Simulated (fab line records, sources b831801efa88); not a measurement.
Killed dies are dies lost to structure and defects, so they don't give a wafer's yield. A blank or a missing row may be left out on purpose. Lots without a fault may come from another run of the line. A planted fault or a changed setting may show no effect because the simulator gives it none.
One fault seen from 2 desks | flow gf180mcu | each desk has only its own numbers; what lay behind them comes last

THE TOOL OWNER'S DESK: rtp_anneal-01
The tool's own readings at GF_SALICIDE_RTA_06 (time 30 s): means of the sampled wafers that have a number, for each lot that ran on this tool. A lot is out of limits, marked OUT, if its mean lies more than 4 standard deviations from the usual mean; the brackets give that distance.
Columns: A = lamp_power_pct at GF_SALICIDE_RTA_06, usual 6.5 %; B = wafer_temp_C_max at GF_SALICIDE_RTA_06, usual 532.7
lot  | first seen here | A   | B
L884 | day 17 17:49    | 6.0 | 533.5
L898 | day 22 12:09    | 5.0 | 489.3 (-72) OUT
L902 | day 23 16:31    | 5.0 | 489.6 (-72) OUT
This desk's finding: out of limits on L898, L902; first on L898, day 22 12:09 (wafer_temp_C_max at GF_SALICIDE_RTA_06). In limits: L884.

THE METROLOGY DESK
What the gauges read, lot by lot, whatever tool the lot ran on: means of the sampled wafers that have a number. A lot is out of limits, marked OUT, if its mean lies more than 4 standard deviations from the usual mean; the brackets give that distance.
Columns: A = cd_nm at GF_SAB_CD_MEAS_09, usual 420.3 nm; B = SAB_OVL at GF_SAB_OVL_MEAS_10, usual 0.0 nm; C = SALICIDE_TIN_RS at GF_SALICIDE_RS_MEAS_04, usual 16.38 ohm/sq; D = SALICIDE_TIN_THK at GF_SALICIDE_THK_MEAS_05, usual 19.83 nm
lot  | first seen here | A     | B    | C     | D
L884 | day 17 17:05    | 422.0 | 1.3  | 16.34 | 19.71
L889 | day 19 06:29    | 423.4 | -0.3 | 16.68 | 20.20
L893 | day 20 20:37    | 423.3 | -0.6 | 16.70 | 19.87
L898 | day 22 11:25    | 420.4 | 0.1  | 16.77 | 19.81
L902 | day 23 15:47    | 421.5 | 0.2  | 16.38 | 19.60
L904 | day 24 08:53    | 417.6 | -0.0 | 16.69 | 19.48
This desk's finding: nothing out of limits on any of the 6 lots.

PUT TOGETHER
The tool owner's desk could have raised an alarm at day 22 12:09, on L898, L902.
The metrology desk saw nothing out of limits.
The metrology desk has L898, L902 on record, within its limits.
Of the lots named, all ran GF_SALICIDE_RTA_06 on rtp_anneal-01.

WHAT THE SIMULATOR HAD PUT IN
Process parameter drift: rtp_anneal-01, from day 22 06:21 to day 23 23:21, at GF_SALICIDE_RTA_06. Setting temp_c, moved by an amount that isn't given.
Lots struck among those shown: L898, L902.
Hours from the fault's start to each desk's first reading out of limits: the tool owner's desk, 6.
